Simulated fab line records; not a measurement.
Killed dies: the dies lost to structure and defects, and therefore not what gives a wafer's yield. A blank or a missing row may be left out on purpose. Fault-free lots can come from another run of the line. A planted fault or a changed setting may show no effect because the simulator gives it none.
Which tool did it? :: flow sky130 :: Sampling: 15 lots, 45 wafers, 4 of 708 route steps

## WHAT EACH GAUGE READ, for each wafer
SKY_METAL1_RS_MEAS_05: measures by four-point-probe. Usual: METAL1_ALCU_RS gives 0.1263 ohm/sq (standard deviation 0.0014).
lot: L661
measured: day 31 11:31
on: filmMetro-01
METAL1_ALCU_RS (ohm/sq): 0.1270 0.1269 0.1252
flag: 

lot: L664
measured: day 32 14:25
on: filmMetro-02
METAL1_ALCU_RS (ohm/sq): 0.1288 0.1282 0.1271
flag: 

lot: L665
measured: day 33 06:58
on: filmMetro-04
METAL1_ALCU_RS (ohm/sq): 0.1272 0.1269 0.1276
flag: 

lot: L666
measured: day 33 13:22
on: filmMetro-02
METAL1_ALCU_RS (ohm/sq): 0.1275 0.1254 0.1262
flag: 

lot: L667
measured: day 33 15:34
on: filmMetro-02
METAL1_ALCU_RS (ohm/sq): 0.1249 0.1255 0.1240
flag: 

lot: L669
measured: day 34 07:08
on: filmMetro-01
METAL1_ALCU_RS (ohm/sq): 0.1261 0.1261 0.1240
flag: 

lot: L670
measured: day 34 11:31
on: filmMetro-04
METAL1_ALCU_RS (ohm/sq): 0.1254 0.1271 0.1270
flag: 

lot: L671
measured: day 35 05:24
on: filmMetro-02
METAL1_ALCU_RS (ohm/sq): 0.1249 0.1250 0.1254
flag: 

lot: L672
measured: day 35 06:34
on: filmMetro-02
METAL1_ALCU_RS (ohm/sq): 8.6605 8.6264 8.6074
flag: OFF

lot: L673
measured: day 35 16:01
on: filmMetro-01
METAL1_ALCU_RS (ohm/sq): 8.5670 8.6433 8.6503
flag: OFF

lot: L674
measured: day 35 21:20
on: filmMetro-02
METAL1_ALCU_RS (ohm/sq): 8.6289 8.6099 8.6060
flag: OFF

lot: L680
measured: day 37 21:03
on: filmMetro-01
METAL1_ALCU_RS (ohm/sq): 0.1243 0.1259 0.1260
flag: 

lot: L681
measured: day 38 00:49
on: filmMetro-04
METAL1_ALCU_RS (ohm/sq): 0.1278 0.1274 0.1280
flag: 

lot: L683
measured: day 38 05:45
on: filmMetro-04
METAL1_ALCU_RS (ohm/sq): 0.1258 0.1266 0.1279
flag: 

lot: L684
measured: day 38 12:39
on: filmMetro-04
METAL1_ALCU_RS (ohm/sq): 0.1288 0.1288 0.1288
flag: 

SKY_METAL1_THK_MEAS_06: measures by xrf. Usual: METAL1_ALCU_THK gives 245 nm (standard deviation 3).
lot: L661
measured: day 31 11:37
on: filmMetro-01
METAL1_ALCU_THK (nm): 242 243 248
flag: 

lot: L664
measured: day 32 14:32
on: filmMetro-02
METAL1_ALCU_THK (nm): 245 246 248
flag: 

lot: L665
measured: day 33 07:05
on: filmMetro-04
METAL1_ALCU_THK (nm): 241 243 243
flag: 

lot: L666
measured: day 33 13:29
on: filmMetro-02
METAL1_ALCU_THK (nm): 248 252 250
flag: 

lot: L667
measured: day 33 15:41
on: filmMetro-02
METAL1_ALCU_THK (nm): 250 249 253
flag: 

lot: L669
measured: day 34 07:14
on: filmMetro-01
METAL1_ALCU_THK (nm): 242 244 247
flag: 

lot: L670
measured: day 34 11:37
on: filmMetro-04
METAL1_ALCU_THK (nm): 247 244 243
flag: 

lot: L671
measured: day 35 05:31
on: filmMetro-02
METAL1_ALCU_THK (nm): 250 252 249
flag: 

lot: L672
measured: day 35 06:41
on: filmMetro-02
METAL1_ALCU_THK (nm): <0 <0 <0
flag: OFF

lot: L673
measured: day 35 16:08
on: filmMetro-01
METAL1_ALCU_THK (nm): <1 <1 <1
flag: OFF

lot: L674
measured: day 35 21:27
on: filmMetro-02
METAL1_ALCU_THK (nm): <0 <0 <0
flag: OFF

lot: L680
measured: day 37 21:10
on: filmMetro-01
METAL1_ALCU_THK (nm): 248 243 242
flag: 

lot: L681
measured: day 38 00:56
on: filmMetro-04
METAL1_ALCU_THK (nm): 243 243 241
flag: 

lot: L683
measured: day 38 05:52
on: filmMetro-04
METAL1_ALCU_THK (nm): 245 246 243
flag: 

lot: L684
measured: day 38 12:46
on: filmMetro-04
METAL1_ALCU_THK (nm): 239 240 240
flag: 

## TOOL THAT RAN EACH LOT (tool first, then ch and the chambers of the sampled wafers, then the start)
lot: L661
SKY_LDD_LDN_STRIP_12: plasmaAsher-03 ch 0,1, day 22 15:46
SKY_METAL1_SPUTTER_02: pvdSputter-02, day 31 11:23

lot: L664
SKY_LDD_LDN_STRIP_12: plasmaAsher-01 ch 0,1, day 23 21:53
SKY_METAL1_SPUTTER_02: pvdSputter-01, day 32 14:19

lot: L665
SKY_LDD_LDN_STRIP_12: plasmaAsher-01 ch 0,1, day 24 12:41
SKY_METAL1_SPUTTER_02: pvdSputter-04, day 33 06:52

lot: L666
SKY_LDD_LDN_STRIP_12: plasmaAsher-04 ch 0,1, day 24 21:17
SKY_METAL1_SPUTTER_02: pvdSputter-02, day 33 13:16

lot: L667
SKY_LDD_LDN_STRIP_12: plasmaAsher-03 ch 0,1, day 24 23:26
SKY_METAL1_SPUTTER_02: pvdSputter-01, day 33 15:28

lot: L669
SKY_LDD_LDN_STRIP_12: plasmaAsher-01 ch 0,1, day 25 21:55
SKY_METAL1_SPUTTER_02: pvdSputter-04, day 34 07:00

lot: L670
SKY_LDD_LDN_STRIP_12: plasmaAsher-04 ch 0,1, day 26 03:25
SKY_METAL1_SPUTTER_02: pvdSputter-02, day 34 11:23

lot: L671
SKY_LDD_LDN_STRIP_12: plasmaAsher-01 ch 0,1, day 26 22:14
SKY_METAL1_SPUTTER_02: pvdSputter-01, day 35 05:17

lot: L672
SKY_LDD_LDN_STRIP_12: plasmaAsher-01 ch 0,1, day 27 00:53
SKY_METAL1_SPUTTER_02: pvdSputter-02, day 35 06:28

lot: L673
SKY_LDD_LDN_STRIP_12: plasmaAsher-03 ch 0,1, day 27 06:41
SKY_METAL1_SPUTTER_02: pvdSputter-04, day 35 15:55

lot: L674
SKY_LDD_LDN_STRIP_12: plasmaAsher-01 ch 0, day 27 13:17
SKY_METAL1_SPUTTER_02: pvdSputter-04, day 35 21:14

lot: L680
SKY_LDD_LDN_STRIP_12: plasmaAsher-04 ch 0,1, day 29 14:23
SKY_METAL1_SPUTTER_02: pvdSputter-02, day 37 20:58

lot: L681
SKY_LDD_LDN_STRIP_12: plasmaAsher-04 ch 1, day 29 22:41
SKY_METAL1_SPUTTER_02: pvdSputter-04, day 38 00:43

lot: L683
SKY_LDD_LDN_STRIP_12: plasmaAsher-03 ch 0,1, day 30 04:47
SKY_METAL1_SPUTTER_02: pvdSputter-02, day 38 05:40

lot: L684
SKY_LDD_LDN_STRIP_12: plasmaAsher-03 ch 0,1, day 30 12:08
SKY_METAL1_SPUTTER_02: pvdSputter-04, day 38 12:32
- SKY_LDD_LDN_STRIP_12: strips in O2/N2.
- SKY_METAL1_SPUTTER_02: material AlCu, target thk 250 nm, time 13.3 s.

## AS READ BY THE TOOLS THEMSELVES (means over the sampled wafers that have a number; for cases with no such wafer, the mark the record gives instead)
SKY_LDD_LDN_STRIP_12. Usual: drypumpMotorCurrentA 6.1 A, standard deviation 0.43; oesProductAu 0.716 a.u., standard deviation 0.0046; stripTimeToEndpointS 14.15 s, standard deviation 0.047.
lot: L661
tool: plasmaAsher-03
drypumpMotorCurrentA (A): 5.9
oesProductAu (a.u.): 0.719
stripTimeToEndpointS (s): 14.17
flag: 

lot: L664
tool: plasmaAsher-01
drypumpMotorCurrentA (A): 6.4
oesProductAu (a.u.): 0.717
stripTimeToEndpointS (s): 14.21
flag: 

lot: L665
tool: plasmaAsher-01
drypumpMotorCurrentA (A): 6.4
oesProductAu (a.u.): 0.710
stripTimeToEndpointS (s): 14.09
flag: 

lot: L666
tool: plasmaAsher-04
drypumpMotorCurrentA (A): 6.2
oesProductAu (a.u.): 0.716
stripTimeToEndpointS (s): 14.11
flag: 

lot: L667
tool: plasmaAsher-03
drypumpMotorCurrentA (A): 5.7
oesProductAu (a.u.): 0.717
stripTimeToEndpointS (s): 14.17
flag: 

lot: L669
tool: plasmaAsher-01
drypumpMotorCurrentA (A): 6.1
oesProductAu (a.u.): 0.719
stripTimeToEndpointS (s): 14.09
flag: 

lot: L670
tool: plasmaAsher-04
drypumpMotorCurrentA (A): 6.2
oesProductAu (a.u.): 0.716
stripTimeToEndpointS (s): 14.17
flag: 

lot: L671
tool: plasmaAsher-01
drypumpMotorCurrentA (A): 6.1
oesProductAu (a.u.): 0.718
stripTimeToEndpointS (s): 14.15
flag: 

lot: L672
tool: plasmaAsher-01
drypumpMotorCurrentA (A): 6.4
oesProductAu (a.u.): 0.716
stripTimeToEndpointS (s): 14.16
flag: 

lot: L673
tool: plasmaAsher-03
drypumpMotorCurrentA (A): 5.9
oesProductAu (a.u.): 0.715
stripTimeToEndpointS (s): 14.14
flag: 

lot: L674
tool: plasmaAsher-01
drypumpMotorCurrentA (A): 6.7
oesProductAu (a.u.): 0.717
stripTimeToEndpointS (s): 14.30
flag: OFF

lot: L680
tool: plasmaAsher-04
drypumpMotorCurrentA (A): 6.2
oesProductAu (a.u.): 0.714
stripTimeToEndpointS (s): 14.15
flag: 

lot: L681
tool: plasmaAsher-04
drypumpMotorCurrentA (A): 6.4
oesProductAu (a.u.): 0.720
stripTimeToEndpointS (s): 14.14
flag: 

lot: L683
tool: plasmaAsher-03
drypumpMotorCurrentA (A): 5.9
oesProductAu (a.u.): 0.716
stripTimeToEndpointS (s): 14.13
flag: 

lot: L684
tool: plasmaAsher-03
drypumpMotorCurrentA (A): 5.9
oesProductAu (a.u.): 0.718
stripTimeToEndpointS (s): 14.14
flag: 

SKY_METAL1_SPUTTER_02. Usual: cathodeDcPowerW 10600 W, standard deviation 1.8; chamberPressurePa 0.3999 Pa, standard deviation 0.00075; throttleValvePct 30.3 %, standard deviation 1.3.
lot: L661
tool: pvdSputter-02
cathodeDcPowerW (W): 10601
chamberPressurePa (Pa): 0.4006
throttleValvePct (%): 30.8
flag: 

lot: L664
tool: pvdSputter-01
cathodeDcPowerW (W): 10601
chamberPressurePa (Pa): 0.4006
throttleValvePct (%): 30.5
flag: 

lot: L665
tool: pvdSputter-04
cathodeDcPowerW (W): 10600
chamberPressurePa (Pa): 0.3997
throttleValvePct (%): 29.0
flag: 

lot: L666
tool: pvdSputter-02
cathodeDcPowerW (W): 10600
chamberPressurePa (Pa): 0.3998
throttleValvePct (%): 31.4
flag: 

lot: L667
tool: pvdSputter-01
cathodeDcPowerW (W): 10599
chamberPressurePa (Pa): 0.4003
throttleValvePct (%): 30.6
flag: 

lot: L669
tool: pvdSputter-04
cathodeDcPowerW (W): 10602
chamberPressurePa (Pa): 0.4005
throttleValvePct (%): 28.8
flag: 

lot: L670
tool: pvdSputter-02
cathodeDcPowerW (W): 10601
chamberPressurePa (Pa): 0.4001
throttleValvePct (%): 30.7
flag: 

lot: L671
tool: pvdSputter-01
cathodeDcPowerW (W): 10598
chamberPressurePa (Pa): 0.4002
throttleValvePct (%): 31.3
flag: 

lot: L672
tool: pvdSputter-02
cathodeDcPowerW (W): -
chamberPressurePa (Pa): -
throttleValvePct (%): -
flag: OFF

lot: L673
tool: pvdSputter-04
cathodeDcPowerW (W): -
chamberPressurePa (Pa): -
throttleValvePct (%): -
flag: OFF

lot: L674
tool: pvdSputter-04
cathodeDcPowerW (W): -
chamberPressurePa (Pa): -
throttleValvePct (%): -
flag: OFF

lot: L680
tool: pvdSputter-02
cathodeDcPowerW (W): 10599
chamberPressurePa (Pa): 0.4000
throttleValvePct (%): 31.2
flag: 

lot: L681
tool: pvdSputter-04
cathodeDcPowerW (W): 10601
chamberPressurePa (Pa): 0.3995
throttleValvePct (%): 28.8
flag: 

lot: L683
tool: pvdSputter-02
cathodeDcPowerW (W): 10598
chamberPressurePa (Pa): 0.3990
throttleValvePct (%): 30.9
flag: 

lot: L684
tool: pvdSputter-04
cathodeDcPowerW (W): 10601
chamberPressurePa (Pa): 0.3993
throttleValvePct (%): 29.4
flag: 

## THE ANSWER, worked out from the rows above alone
Rule: a lot counts as off when the mean over its wafers that have a number is more than 3 standard deviations away from the usual mean. A lot without any number at a reading at which 4 lots or more have one is off too. All remaining lots with rows at the step are treated as sound. First the gauges in route order, then the tools' own readings, where a lot's mean is used as printed above. At the first step where some lot is off, the reading lying furthest off is the one used; lots without a number count as furthest.
Off: L672, L673, L674, at SKY_METAL1_RS_MEAS_05 (METAL1_ALCU_RS).
If a tool, at a process step before that reading, ran all the lots that are off and no sound lot after the first of them, it fits. Not tried: the gauges at SKY_METAL1_RS_MEAS_05; whatever is off there is also off at SKY_METAL1_SPUTTER_02, on other tools, and gauge error can't account for it. Not one of the candidates tried fits.

## WHAT WAS PUT IN BY THE SIMULATOR
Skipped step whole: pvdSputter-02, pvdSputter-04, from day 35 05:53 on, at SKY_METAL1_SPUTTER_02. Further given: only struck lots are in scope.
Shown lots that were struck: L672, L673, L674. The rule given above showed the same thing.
